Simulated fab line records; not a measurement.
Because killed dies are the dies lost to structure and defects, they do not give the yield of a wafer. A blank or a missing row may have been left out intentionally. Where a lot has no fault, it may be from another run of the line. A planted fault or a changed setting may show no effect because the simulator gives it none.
fab line records	flow gf180mcu
record lots=12	wafers=36	lastDay=34
route steps=602 shown STI@23 MVSD@75 POLY_GATE@168 HV_LDD@198
lots with no fault: from the same line, run without faults
startH: hours from the record's opening day to when the first of the lot's shown wafers began	waitH: time in hours since the lot's previous step	" same as the row above	L1.1+2: several wafers, shown together as one row	- either no value or no given start	* or withheld: withheld	< > ~ a bound
route shown NAME@n: NAME is a module with steps in the file, n the number in the route of the first one	usual: the fault-free wafers' mean and standard deviation	same: alike in all rows	chamber/n: place in a boat	sites: per-site readings	_std_site: standard deviation of those values	_edge_site: outer sites' mean less inner sites'	radiusMm: for every site, how far away it sits from the centre of the wafer	mask NAME#n: copy n	behind: the most recent tool/chamber to have shaped the wafer	hold: why the lot went on hold/how many hours it stayed there/how the hold came to an end	device: which transistor (n, p or np) failed to switch	end of line: tests run on the same wafers once the route is complete	a step given without rows: its recipe and nothing more	killed: dies that structure and defects cost at the first sort, which is not the same as the wafer's yield	map: a wafer's dies, x killed, . not, _ none there
set.NAME: the setting that was run; set.NAME@STEP: the one run at that earlier step	model.NAME: the simulator's own value behind a step, which no gauge read
route steps across a sampled set of lots; one table per step, one row per wafer
services: from which hour (startH, from the record's first day; less than 0 if before it) a tool's chamber was out of use, for how many hours, and why
## steps
# step GF_STI_THK_MEAS_22
# recipe reads=SiO2_of_STI_OXIDATION_21
# usual STI_OXIDATION_01_THK=15.00/0.27
lot.wafer	tool	chamber	startH	waitH	STI_OXIDATION_01_THK[nm]
L195.3	filmMetro-02	-	42.26	0.0	15.20
L195.4	"	-	"	"	14.91
L195.6	"	-	"	"	15.03
L196.4	filmMetro-04	-	47.52	0.0	14.93
L196.5	"	-	"	"	14.96
L196.6	"	-	"	"	14.79
L197.4	filmMetro-04	-	53.85	0.1	14.84
L197.5	"	-	"	"	14.78
L197.6	"	-	"	"	15.02
L199.1	filmMetro-03	-	65.29	0.0	15.23
L199.2	"	-	"	"	15.44
L199.6	"	-	"	"	15.15
L200.1	filmMetro-02	-	68.52	0.0	14.79
L200.2	"	-	"	"	14.73
L200.5	"	-	"	"	14.93
L201.1	filmMetro-03	-	73.83	0.0	14.88
L201.2	"	-	"	"	15.05
L201.4	"	-	"	"	14.88
L203.1	filmMetro-03	-	86.54	0.0	15.26
L203.4	"	-	"	"	15.15
L203.5	"	-	"	"	15.29
L204.2	filmMetro-04	-	92.30	0.0	15.04
L204.4	"	-	"	"	14.80
L204.5	"	-	"	"	14.83
L209.1	filmMetro-03	-	114.57	0.0	14.71
L209.2	"	-	"	"	15.00
L209.3	"	-	"	"	14.59
L211.1	filmMetro-04	-	125.78	0.0	14.72
L211.4	"	-	"	"	14.76
L211.6	"	-	"	"	14.52
L212.2	filmMetro-02	-	130.88	0.0	15.11
L212.4	"	-	"	"	14.97
L212.5	"	-	"	"	15.06
L215.1	filmMetro-04	-	146.04	0.0	15.15
L215.3	"	-	"	"	15.13
L215.5	"	-	"	"	15.11
# step GF_MVSD_IMPLANT_09
# recipe species=P	energyKev=100	doseCm2=5e+12	tiltDeg=0
# usual doseIonsCm2=5e+12/5.3e+09	faradayCurrentUA=28.2/0.6
lot.wafer	tool	chamber	startH	waitH	doseIonsCm2	faradayCurrentUA
L195.3	implanter-02	0	98.72	0.1	4.993e+12	28.8
L195.4	"	0	"	"	5e+12	27.9
L195.6	"	0	"	"	4.998e+12	26.8
L196.4	implanter-04	0	104.18	0.1	4.998e+12	28.1
L196.5	"	0	"	"	5e+12	28.4
L196.6	"	0	"	"	5e+12	27.0
L197.4	implanter-03	0	110.59	0.1	4.992e+12	28.3
L197.5	"	0	"	"	5.004e+12	28.6
L197.6	"	0	"	"	4.996e+12	27.2
L199.1	implanter-03	0	124.47	0.1	5.003e+12	27.9
L199.2	"	0	"	"	5.007e+12	27.9
L199.6	"	0	"	"	5.004e+12	28.9
L200.1	implanter-04	0	127.72	0.1	5e+12	28.8
L200.2	"	0	"	"	5.001e+12	28.1
L200.5	"	0	"	"	4.998e+12	28.7
L201.1	implanter-03	0	134.55	0.1	8.905e+12	51.5
L201.2	"	0	"	"	8.906e+12	48.9
L201.4	"	0	"	"	8.905e+12	50.2
L203.1	implanter-03	0	150.38	0.1	8.908e+12	51.3
L203.4	"	0	"	"	8.907e+12	48.5
L203.5	"	0	"	"	8.911e+12	49.8
L204.2	implanter-03	0	155.13	0.1	8.908e+12	49.5
L204.4	"	0	"	"	8.907e+12	51.6
L204.5	"	0	"	"	8.901e+12	48.9
L209.1	implanter-04	0	180.82	0.1	4.999e+12	28.6
L209.2	"	0	"	"	5.014e+12	27.8
L209.3	"	0	"	"	4.992e+12	28.2
L211.1	implanter-04	0	193.18	0.1	5.005e+12	28.0
L211.4	"	0	"	"	5.007e+12	28.9
L211.6	"	0	"	"	5e+12	29.1
L212.2	implanter-04	0	200.49	0.1	5.009e+12	27.7
L212.4	"	0	"	"	5.004e+12	29.0
L212.5	"	0	"	"	4.999e+12	28.0
L215.1	implanter-04	0	217.67	0.1	4.997e+12	28.3
L215.3	"	0	"	"	4.993e+12	28.5
L215.5	"	0	"	"	4.987e+12	27.9
# step GF_MVSD_TW_MEAS_11
# usual MVSD_TW=1562/17
lot.wafer	tool	chamber	startH	waitH	MVSD_TW
L195.3	filmMetro-03	-	98.94	0.1	1559
L195.4	"	-	"	"	1567
L195.6	"	-	"	"	1557
L196.4	filmMetro-01	-	104.38	0.1	1599
L196.5	"	-	"	"	1585
L196.6	"	-	"	"	1596
L197.4	filmMetro-01	-	110.80	0.1	1591
L197.5	"	-	"	"	1589
L197.6	"	-	"	"	1587
L199.1	filmMetro-03	-	124.72	0.1	1566
L199.2	"	-	"	"	1571
L199.6	"	-	"	"	1569
L200.1	filmMetro-01	-	127.97	0.1	1595
L200.2	"	-	"	"	1590
L200.5	"	-	"	"	1582
L201.1	filmMetro-04	-	134.80	0.1	1605
L201.2	"	-	"	"	1597
L201.4	"	-	"	"	1598
L203.1	filmMetro-01	-	150.63	0.1	1632
L203.4	"	-	"	"	1628
L203.5	"	-	"	"	1628
L204.2	filmMetro-04	-	155.36	0.1	1598
L204.4	"	-	"	"	1587
L204.5	"	-	"	"	1591
L209.1	filmMetro-04	-	181.07	0.1	1543
L209.2	"	-	"	"	1553
L209.3	"	-	"	"	1552
L211.1	filmMetro-04	-	193.43	0.1	1560
L211.4	"	-	"	"	1543
L211.6	"	-	"	"	1546
L212.2	filmMetro-03	-	200.73	0.1	1568
L212.4	"	-	"	"	1573
L212.5	"	-	"	"	1570
L215.1	filmMetro-04	-	217.92	0.1	1530
L215.3	"	-	"	"	1534
L215.5	"	-	"	"	1537
# step GF_VT_IMPLANT_RS_MEAS_46
# recipe thkMeasGauge=four-point-probe
# usual MVSD_RS=457.0/1.3
lot.wafer	tool	chamber	startH	waitH	MVSD_RS[ohm/sq]
L195.3	filmMetro-03	-	175.94	0.1	457.3
L195.4	"	-	"	"	458.7
L195.6	"	-	"	"	457.5
L196.4	filmMetro-04	-	182.75	0.1	456.3
L196.5	"	-	"	"	455.5
L196.6	"	-	"	"	456.2
L197.4	filmMetro-01	-	191.32	0.1	455.5
L197.5	"	-	"	"	456.6
L197.6	"	-	"	"	456.7
L199.1	filmMetro-04	-	206.24	0.1	455.7
L199.2	"	-	"	"	455.2
L199.6	"	-	"	"	456.1
L200.1	filmMetro-04	-	211.01	0.1	457.5
L200.2	"	-	"	"	456.5
L200.5	"	-	"	"	457.2
L201.1	filmMetro-01	-	219.71	0.1	410.1
L201.2	"	-	"	"	409.9
L201.4	"	-	"	"	411.2
L203.1	filmMetro-03	-	239.30	0.1	412.4
L203.4	"	-	"	"	413.6
L203.5	"	-	"	"	413.8
L204.2	filmMetro-01	-	243.95	0.1	410.7
L204.4	"	-	"	"	410.2
L204.5	"	-	"	"	409.9
L209.1	filmMetro-03	-	272.85	0.1	458.0
L209.2	"	-	"	"	458.9
L209.3	"	-	"	"	458.1
L211.1	filmMetro-04	-	287.06	0.1	456.6
L211.4	"	-	"	"	456.8
L211.6	"	-	"	"	455.6
L212.2	filmMetro-04	-	296.23	0.1	455.3
L212.4	"	-	"	"	457.5
L212.5	"	-	"	"	455.7
L215.1	filmMetro-03	-	315.03	0.1	458.6
L215.3	"	-	"	"	458.9
L215.5	"	-	"	"	457.8
# step GF_POLY_GATE_OVL_MEAS_11
# usual POLY_GATE_OVL=-6/7.1
lot.wafer	tool	chamber	startH	waitH	POLY_GATE_OVL[nm]
L195.3	overlay-01	-	218.57	0.1	11
L195.4	"	-	"	"	-2
L195.6	"	-	"	"	8
L196.4	overlay-01	-	224.50	0.1	-17
L196.5	"	-	"	"	-13
L196.6	"	-	"	"	-16
L197.4	overlay-02	-	233.17	0.1	1
L197.5	"	-	"	"	1
L197.6	"	-	"	"	13
L199.1	overlay-02	-	248.31	0.1	-13
L199.2	"	-	"	"	-5
L199.6	"	-	"	"	-8
L200.1	overlay-01	-	256.25	0.1	-20
L200.2	"	-	"	"	-13
L200.5	"	-	"	"	-12
L201.1	overlay-01	-	265.16	0.1	-10
L201.2	"	-	"	"	-2
L201.4	"	-	"	"	-3
L203.1	overlay-01	-	284.35	0.1	-9
L203.4	"	-	"	"	-10
L203.5	"	-	"	"	-2
L204.2	overlay-01	-	289.50	0.1	2
L204.4	"	-	"	"	8
L204.5	"	-	"	"	7
L209.1	overlay-01	-	320.28	0.1	-1
L209.2	"	-	"	"	-14
L209.3	"	-	"	"	-2
L211.1	overlay-01	-	332.78	0.1	-12
L211.4	"	-	"	"	-10
L211.6	"	-	"	"	-6
L212.2	overlay-01	-	344.30	0.1	2
L212.4	"	-	"	"	-5
L212.5	"	-	"	"	-5
L215.1	overlay-02	-	366.58	0.1	-4
L215.3	"	-	"	"	-8
L215.5	"	-	"	"	-3
# step GF_HV_LDD_STRIP_22
# recipe chemistry=O2/N2	powerW=1400	pressureMtorr=1500	platenTempC=250	o2FlowSccm=3000	n2FlowSccm=300	overashFraction=0.5
# usual drypumpMotorCurrentA=5.6/0.41	heaterPowerW=334/40	oesProductAu=0.716/0.004	stripTimeToEndpointS=12.63/0.03
lot.wafer	tool	chamber	startH	waitH	drypumpMotorCurrentA	heaterPowerW	oesProductAu	rfHoursCounterH	stripTimeToEndpointS
L195.3	plasmaAsher-01	0	257.42	0.1	5.4	311	0.722	-	12.64
L195.4	"	1	"	"	5.2	374	0.716	-	12.59
L195.6	"	0	"	"	5.4	323	0.721	-	12.58
L196.4	plasmaAsher-01	1	264.43	0.1	5.2	379	0.722	-	12.56
L196.5	"	1	"	"	5.2	371	0.727	-	12.58
L196.6	"	0	"	"	5.5	314	0.720	-	12.56
L197.4	plasmaAsher-01	0	272.93	0.1	5.4	316	0.717	-	12.64
L197.5	"	1	"	"	5.2	373	0.717	-	12.62
L197.6	"	0	"	"	5.5	318	0.715	-	12.60
L199.1	plasmaAsher-01	0	290.14	0.1	5.4	318	0.721	65	12.66
L199.2	"	1	"	"	5.2	380	0.711	65	12.68
L199.6	"	1	"	"	5.2	373	0.716	-	12.67
L200.1	plasmaAsher-02	0	297.71	0.1	6.3	399	0.714	66	12.62
L200.2	"	1	"	"	5.8	355	0.717	66	12.65
L200.5	"	0	"	"	6.3	389	0.714	-	12.65
L201.1	plasmaAsher-04	0	307.24	0.1	5.2	272	0.716	20	12.58
L201.2	"	1	"	"	6.1	330	0.721	20	12.56
L201.4	"	0	"	"	5.2	265	0.713	-	12.57
L203.1	plasmaAsher-04	0	326.19	0.1	5.2	271	0.713	22	12.67
L203.4	"	1	"	"	6.1	329	0.717	-	12.65
L203.5	"	1	"	"	6.1	325	0.711	-	12.64
L204.2	plasmaAsher-04	0	333.21	0.1	5.2	271	0.713	22	12.57
L204.4	"	0	"	"	5.2	268	0.713	-	12.64
L204.5	"	0	"	"	5.2	272	0.720	-	12.62
L209.1	plasmaAsher-04	0	364.88	0.1	5.2	264	0.719	25	12.58
L209.2	"	1	"	"	6.1	334	0.720	25	12.62
L209.3	"	0	"	"	5.3	276	0.710	-	12.64
L211.1	plasmaAsher-04	1	382.73	0.1	6.1	332	0.717	27	12.59
L211.4	"	1	"	"	6.1	330	0.720	-	12.58
L211.6	"	0	"	"	5.2	270	0.716	-	12.66
L212.2	plasmaAsher-01	0	391.84	0.1	5.4	323	0.709	75	12.60
L212.4	"	1	"	"	5.2	374	0.718	-	12.64
L212.5	"	0	"	"	5.4	314	0.713	-	12.61
L215.1	plasmaAsher-04	1	414.98	0.1	6.1	334	0.708	30	12.63
L215.3	"	0	"	"	5.2	270	0.722	-	12.67
L215.5	"	1	"	"	6.1	329	0.722	-	12.63
## services
tool	chamber	startH	hours	kind
implanter-03	-	75.31	0.6	repair
implanter-03	-	81.79	3.4	repair
plasmaAsher-04	-	108.75	9.0	pm
plasmaAsher-04	0	108.75	9.0	ventCycle
plasmaAsher-04	1	108.75	9.0	ventCycle
implanter-03	-	115.75	4.6	pm
plasmaAsher-04	0	117.75	-	clean
plasmaAsher-04	1	117.75	-	clean
implanter-02	-	161.24	99.5	pm
plasmaAsher-02	-	162.98	8.4	repair
implanter-03	-	163.17	2.8	pm
plasmaAsher-01	-	183.94	15.6	pm
plasmaAsher-04	-	202.01	1.9	repair
implanter-04	-	261.92	3.6	pm
implanter-03	-	262.94	2.5	repair
implanter-02	-	267.27	3.3	pm
implanter-02	-	286.32	2.4	repair
plasmaAsher-02	-	321.17	4.5	repair
implanter-04	-	343.06	3.4	repair
implanter-04	-	365.35	3.1	repair
plasmaAsher-01	-	378.13	2.8	pm
implanter-04	-	384.42	1.6	repair
implanter-04	-	388.93	0.6	repair
## key
firstSign step=GF_MVSD_IMPLANT_09	reading=doseIonsCm2	direction=up	sigmas=99+	usual=5e+12	struck=8.907e+12
effect step=GF_MVSD_IMPLANT_09	reading=faradayCurrentUA	direction=up	sigmas=37	usual=28.2	struck=50.0
effect step=GF_MVSD_TW_MEAS_11	reading=MVSD_TW	direction=up	sigmas=2.6	usual=1562	struck=1607
effect step=GF_VT_IMPLANT_RS_MEAS_46	reading=MVSD_RS	direction=down	sigmas=36	usual=457.0	struck=411.3
metAt GF_MVSD_IMPLANT_09
struckLots L201,L203,L204
testerLeftOut L201,L203,L204
notActingAt GF_STI_THK_MEAS_22,GF_POLY_GATE_OVL_MEAS_11,GF_HV_LDD_STRIP_22
onsetBetween 124.47 134.55
fault kind=processParameterDrift	tool=implanter-03	chamber=-	onsetH=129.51	steps=GF_MVSD_IMPLANT_09	channel=doseCm2	offset=3.9109e+12	shape=step	endH=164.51	actsIn=theseRecipesOnly	stated=5e+12
# testerLeftOut: of these lots the tester's yield and bins aren't shown, on N5 and GAA mostly nor the transistor test; their killed dies are dies lost to structure and defects alone, not to doping, threshold or leakage, so they don't give the yield
